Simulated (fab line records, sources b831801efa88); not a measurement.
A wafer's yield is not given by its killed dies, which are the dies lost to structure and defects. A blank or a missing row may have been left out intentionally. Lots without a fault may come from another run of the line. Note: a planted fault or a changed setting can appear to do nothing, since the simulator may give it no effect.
A struck lot beside a sound one	flow sky130	16 out of 708 route steps
Sound: wafers L740.1, L740.4, L740.6. Struck: wafer L749.5 (left out: L749.1, L749.2 of the same lot, which were not struck); the cause appears at the end.
Per side, at each step with rows, come the tool, then ch with its chambers, and then its first start. Under that, the readings that differ: sound wafers	struck wafers	difference of the means	sigmas: that difference in standard deviations of wafers without a fault.
alike: words and numbers the same on both sides, and readings whose means are apart by under 2 such deviations; not compared: readings that were withheld, readings missing a value for some wafer, numbers with overlapping values and no deviation given by the record, and bounds like >300 which may hide the same value.
The two part at a step that has a row with sigmas, a row that says differs or no value, or rows on one side only. Numbers that don't overlap but have no deviation are shown without sigmas and don't part them. Lack of a reading on every wafer of one side parts them only where that side has two or more wafers.

first, 4 steps without rows for these wafers: SKY_LDD_N_IMPLANT_12; SKY_LDD_N_IMPLANT_13; SKY_LDD_N_IMPLANT_14; SKY_LDD_N_IMPLANT_15.
SKY_LDD_N_STRIP_16: strips in O2/N2.
  sound on plasma asher-01 ch 0, day 20 16:15; struck on plasma asher-04 ch 1, day 22 21:17
  alike: drypump motor current A, oes product au, strip time to endpoint s
  not compared: rf hours counter h
SKY_LDD_N_TW_MEAS_17:
  struck on film metro-04, day 22 21:23; sound on film metro-01, day 20 16:28
  alike: LDD_N_TW
then, 6 steps without rows for these wafers: SKY_LDD_P_DEHYDRATE_00 (time 60 s); SKY_LDD_P_HMDS_01 (prime time 60 s); SKY_LDD_P_COAT_02 (resist thk 1140 nm); SKY_LDD_P_SOFTBAKE_03 (time 60 s); SKY_LDD_P_EXPOSE_04 (exposes mask PSDM, target cd 380 nm); SKY_LDD_P_PEB_05.
SKY_LDD_P_DEVELOP_06: develop time 60 s.
  sound on litho track-04 ch 0, day 22 07:28; struck on litho track-04 ch 0, day 24 03:19
  alike: exhaust pa
SKY_LDD_P_CD_MEAS_07 targets a cd of 380 nm.
  struck on cd sem-01, day 24 03:45; sound on cd sem-02, day 22 07:37
reading	sound	struck	difference	sigmas
cd nm (nm)	378.2 380.0 376.2	390.9	+12.8	+6
  not compared: hold
SKY_LDD_P_OVL_MEAS_08:
  struck on overlay-01, day 24 05:34; sound on overlay-02, day 22 07:44
reading	sound	struck	difference	sigmas
hold	- - -	await dispo/1.7h/release	no value on the sound wafers	
LDD_P_OVL (nm)	1.0 1.1 -1.8	2.6	+2.5	+2
-- record jumps: 25 days separate the struck wafers' starts on either side; left off in module LDD_P, taken up again in module PAD_OPEN, whose first shown step is the route's number 708 --
SKY_PAD_OPEN_PROBE_99:
  the record has rows for the struck wafers here (prober-01, day 49 04:37) and none for the sound ones

== WHERE THEY PART ==
First at SKY_LDD_P_CD_MEAS_07; last, within this record, at SKY_PAD_OPEN_PROBE_99.

WHY: whatever the simulator had introduced
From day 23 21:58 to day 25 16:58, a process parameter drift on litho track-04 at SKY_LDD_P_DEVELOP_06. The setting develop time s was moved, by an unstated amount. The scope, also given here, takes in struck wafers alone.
